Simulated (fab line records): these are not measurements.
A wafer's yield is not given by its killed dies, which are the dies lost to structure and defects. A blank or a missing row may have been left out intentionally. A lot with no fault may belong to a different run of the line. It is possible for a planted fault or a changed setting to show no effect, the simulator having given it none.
Matching of chambers :: flow sky130 :: cmp-01 running SKY_VIA2_CMP_02: 4 sister chambers
The step polishes SiO2. 16 wafers are shown with their chamber, then 8 later ones without.

== WAFERS WITH THEIR CHAMBER ==
wafer: L859.1
chamber: 1
motor current A (A): 10.5

wafer: L859.2
chamber: 0
motor current A (A): 9.9

wafer: L859.3
chamber: 2
motor current A (A): 16.4

wafer: L858.3
chamber: 1
motor current A (A): 10.9

wafer: L858.4
chamber: 3
motor current A (A): 12.4

wafer: L858.5
chamber: 2
motor current A (A): 16.6

wafer: L861.1
chamber: 2
motor current A (A): 17.6

wafer: L861.3
chamber: 1
motor current A (A): 10.7

wafer: L861.4
chamber: 3
motor current A (A): 11.9

wafer: L873.2
chamber: 0
motor current A (A): 10.1

wafer: L873.3
chamber: 3
motor current A (A): 12.0

wafer: L873.6
chamber: 1
motor current A (A): 10.5

wafer: L874.1
chamber: 0
motor current A (A): 9.9

wafer: L874.5
chamber: 1
motor current A (A): 11.0

wafer: L874.6
chamber: 2
motor current A (A): 16.8

wafer: L875.2
chamber: 3
motor current A (A): 12.7

SIGNATURES (means of the wafers above)
reading: motor current A
chamber 0: 9.967
chamber 1: 10.720
chamber 2: 16.850
chamber 3: 12.250
scatter within a chamber: 0.351
Rule: for each reading, subtract the chamber's mean from the wafer's reading, divide by that reading's scatter and square the result; add these up over the readings and take the root, which gives the wafer's distance from the chamber. The wafer belongs to the nearest chamber; if the next one is less than 2 further off, it can't be placed. The scatter: take each reading less its chamber's mean, square it, sum over the shown wafers, divide by the number of wafers less the number of chambers, and take the root.

== WAFERS MISSING THEIR CHAMBER ==
wafer: L875.5
motor current A (A): 17.2

wafer: L875.6
motor current A (A): 10.5

wafer: L879.1
motor current A (A): 17.3

wafer: L879.4
motor current A (A): 10.5

wafer: L879.5
motor current A (A): 10.7

wafer: L878.1
motor current A (A): 10.8

wafer: L878.2
motor current A (A): 12.3

wafer: L878.4
motor current A (A): 10.0

== WHICH CHAMBER EACH WENT THROUGH ==
wafer: L875.5
from the rows above: 2
in truth: 2

wafer: L875.6
from the rows above: can't be placed: 1 or 0
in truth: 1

wafer: L879.1
from the rows above: 2
in truth: 2

wafer: L879.4
from the rows above: can't be placed: 1 or 0
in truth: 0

wafer: L879.5
from the rows above: 1
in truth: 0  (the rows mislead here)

wafer: L878.1
from the rows above: 1
in truth: 1

wafer: L878.2
from the rows above: 3
in truth: 3

wafer: L878.4
from the rows above: can't be placed: 0 or 1
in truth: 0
Correct placement for 4 of the 8. Can't be placed from these rows: 3 (the true chamber is among the candidates in 3). 1 placed wrongly.
